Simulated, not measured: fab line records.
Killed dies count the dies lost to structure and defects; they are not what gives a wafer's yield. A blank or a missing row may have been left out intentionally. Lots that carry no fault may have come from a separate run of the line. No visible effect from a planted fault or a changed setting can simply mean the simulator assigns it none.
Which tool was responsible? + flow sky130 + 30 wafers from 10 lots sampled at 6 of the route's 708 steps

== WHAT EACH GAUGE READ, for each wafer ==
SKY_CONTACT_CD_MEAS_14: the cd target is 170 nm.
| lot  | measured     | on        | cd_nm (nm)        |
|------|--------------|-----------|-------------------|
| L995 | day 31 08:32 | cd_sem-02 | 172.0 171.4 173.7 |
| L999 | day 34 02:29 | cd_sem-02 | 171.6 172.8 170.6 |
| L100 | day 34 08:37 | cd_sem-02 | 172.3 172.0 171.8 |
| L104 | day 35 02:11 | cd_sem-01 | 169.2 168.6 169.1 |
| L106 | day 35 17:52 | cd_sem-01 | 170.1 169.9 170.8 |
| L105 | day 35 19:29 | cd_sem-01 | 170.6 171.9 169.3 |
| L109 | day 36 12:05 | cd_sem-01 | 173.4 172.4 172.8 |
| L110 | day 36 18:56 | cd_sem-02 | 168.2 168.4 169.5 |
| L114 | day 38 02:10 | cd_sem-02 | 169.4 168.6 168.7 |
| L115 | day 38 07:52 | cd_sem-01 | 168.4 168.2 169.0 |

SKY_VIA1_OVL_MEAS_13.
| lot  | measured     | on         | VIA1_OVL (nm) |
|------|--------------|------------|---------------|
| L995 | day 33 17:56 | overlay-01 | 5 1 5         |
| L999 | day 36 10:44 | overlay-02 | 11 9 6        |
| L100 | day 36 17:21 | overlay-01 | 1 0 -4        |
| L104 | day 37 09:48 | overlay-01 | -2 7 2        |
| L106 | day 38 00:32 | overlay-01 | 12 1 11       |
| L105 | day 38 01:56 | overlay-02 | 4 5 4         |
| L109 | day 38 18:09 | overlay-01 | 1 0 -2        |
| L110 | day 39 02:08 | overlay-02 | 10 8 9        |
| L114 | day 40 07:08 | overlay-02 | -1 -6 2       |
| L115 | day 40 12:44 | overlay-01 | 10 13 12      |

SKY_METAL2_RS_MEAS_05: uses a four-point probe to measure.
| lot  | measured     | on            | METAL2_ALCU_RS (ohm/sq) |
|------|--------------|---------------|-------------------------|
| L995 | day 33 19:26 | film_metro-02 | 0.1267 0.1284 0.1271    |
| L999 | day 36 12:15 | film_metro-01 | 0.1274 0.1268 0.1274    |
| L100 | day 36 18:51 | film_metro-03 | 0.1274 0.1284 0.1274    |
| L104 | day 37 11:21 | film_metro-01 | 0.1282 0.1300 0.1279    |
| L106 | day 38 02:03 | film_metro-03 | 0.1285 0.1643 0.1296    |
| L105 | day 38 03:26 | film_metro-03 | 0.1270 0.1279 0.1263    |
| L109 | day 38 19:40 | film_metro-02 | 0.1648 0.1634 0.1281    |
| L110 | day 39 04:09 | film_metro-01 | 0.1286 0.1617 0.1624    |
| L114 | day 40 08:37 | film_metro-01 | 0.1250 0.1265 0.1259    |
| L115 | day 40 14:13 | film_metro-03 | 0.1263 0.1263 0.1259    |

SKY_METAL2_THK_MEAS_06: measures by xrf.
| lot  | measured     | on            | METAL2_ALCU_THK (nm) |
|------|--------------|---------------|----------------------|
| L995 | day 33 19:33 | film_metro-02 | 255.0 250.7 254.1    |
| L999 | day 36 12:22 | film_metro-01 | 254.7 257.0 255.3    |
| L100 | day 36 18:58 | film_metro-03 | 255.5 252.2 254.4    |
| L104 | day 37 11:27 | film_metro-01 | 251.2 248.8 251.7    |
| L106 | day 38 02:10 | film_metro-03 | 252.6 209.1 250.6    |
| L105 | day 38 03:33 | film_metro-03 | 255.5 252.3 254.4    |
| L109 | day 38 19:47 | film_metro-02 | 210.0 211.7 251.2    |
| L110 | day 39 04:16 | film_metro-01 | 251.6 214.6 214.1    |
| L114 | day 40 08:44 | film_metro-01 | 260.6 254.7 256.1    |
| L115 | day 40 14:20 | film_metro-03 | 255.6 255.5 257.3    |

== WHAT TOOL EACH LOT RAN ON (gives the tool, then ch and the chambers of the sampled wafers, and finally the start) ==
| lot  | SKY_METAL1_SPUTTER_01        | SKY_METAL2_SPUTTER_02        |
|------|------------------------------|------------------------------|
| L995 | pvd_sputter-01, day 31 10:04 | pvd_sputter-02, day 33 19:20 |
| L999 | pvd_sputter-03, day 34 04:01 | pvd_sputter-02, day 36 12:08 |
| L100 | pvd_sputter-01, day 34 10:18 | pvd_sputter-03, day 36 18:45 |
| L104 | pvd_sputter-03, day 35 03:48 | pvd_sputter-02, day 37 11:13 |
| L106 | pvd_sputter-03, day 35 19:25 | pvd_sputter-02, day 38 01:58 |
| L105 | pvd_sputter-04, day 35 21:04 | pvd_sputter-03, day 38 03:20 |
| L109 | pvd_sputter-01, day 36 13:39 | pvd_sputter-02, day 38 19:35 |
| L110 | pvd_sputter-04, day 36 20:32 | pvd_sputter-02, day 39 04:03 |
| L114 | pvd_sputter-01, day 38 03:43 | pvd_sputter-04, day 40 08:32 |
| L115 | pvd_sputter-03, day 38 09:25 | pvd_sputter-03, day 40 14:08 |
- SKY_METAL1_SPUTTER_01: material TiN, target thk 20 nm, time 16.7 s.
- SKY_METAL2_SPUTTER_02: material AlCu, target thk 250 nm, time 13.3 s.

== AS READ BY THE TOOLS THEMSELVES (means over the sampled wafers that have a number; for cases with no such wafer, the mark the record gives instead) ==
SKY_METAL1_SPUTTER_01.
| lot  | tool           | throttle_valve_pct (%) |
|------|----------------|------------------------|
| L995 | pvd_sputter-01 | 29.4                   |
| L999 | pvd_sputter-03 | 30.1                   |
| L100 | pvd_sputter-01 | 29.7                   |
| L104 | pvd_sputter-03 | 29.7                   |
| L106 | pvd_sputter-03 | 29.6                   |
| L105 | pvd_sputter-04 | 28.5                   |
| L109 | pvd_sputter-01 | 29.3                   |
| L110 | pvd_sputter-04 | 28.6                   |
| L114 | pvd_sputter-01 | 29.6                   |
| L115 | pvd_sputter-03 | 29.8                   |

SKY_METAL2_SPUTTER_02.
| lot  | tool           | throttle_valve_pct (%) |
|------|----------------|------------------------|
| L995 | pvd_sputter-02 | 29.8                   |
| L999 | pvd_sputter-02 | 30.0                   |
| L100 | pvd_sputter-03 | 29.5                   |
| L104 | pvd_sputter-02 | 30.0                   |
| L106 | pvd_sputter-02 | 30.6                   |
| L105 | pvd_sputter-03 | 29.6                   |
| L109 | pvd_sputter-02 | 29.8                   |
| L110 | pvd_sputter-02 | 29.9                   |
| L114 | pvd_sputter-04 | 28.5                   |
| L115 | pvd_sputter-03 | 29.6                   |

== THE ANSWER, worked out from the rows above alone ==
Rule: what is usual is taken from the lots themselves. Put in order of their means at a reading, lots are off if they are a third of the lots or fewer, leave a main group of 4 or more, and stand apart from it by a gap of 3 or more times the standard deviation of the main group's means; of several such gaps the widest counts. A main group whose means are all the same, to the digits that the tables above print for the reading, isn't used. Also off: a lot with no number at a reading for which 4 or more lots have one. Where the step has rows for the other lots, those lots are counted as sound. Order of review: gauges by route order, followed by the tools' own readings, for which a lot's mean as printed above is used. The first step at which some lot is off is used, and at that step the reading that is off furthest; a lot without a number counts as furthest.
Off: at SKY_METAL2_RS_MEAS_05 (METAL2_ALCU_RS), L106, L109, L110. For the main group the mean is 0.1272 ohm/sq and the standard deviation 0.00089.
A tool fits if, at a process step before that reading, it ran every lot that is off, and no sound lot after the first of them. Gauges at SKY_METAL2_RS_MEAS_05: tried the same way as those tools. One fits: SKY_METAL2_SPUTTER_02 on pvd_sputter-02. Its last sound lot is L104 (day 37 11:13), its first lot that is off L106 (day 38 01:58): a fault that began between those two fits.

== WHAT THE SIMULATOR HAD PUT IN ==
Site profile drift: pvd_sputter-02, from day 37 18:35 on, at SKY_METAL2_SPUTTER_02. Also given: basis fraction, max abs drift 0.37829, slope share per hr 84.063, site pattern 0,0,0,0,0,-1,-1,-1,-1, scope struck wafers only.
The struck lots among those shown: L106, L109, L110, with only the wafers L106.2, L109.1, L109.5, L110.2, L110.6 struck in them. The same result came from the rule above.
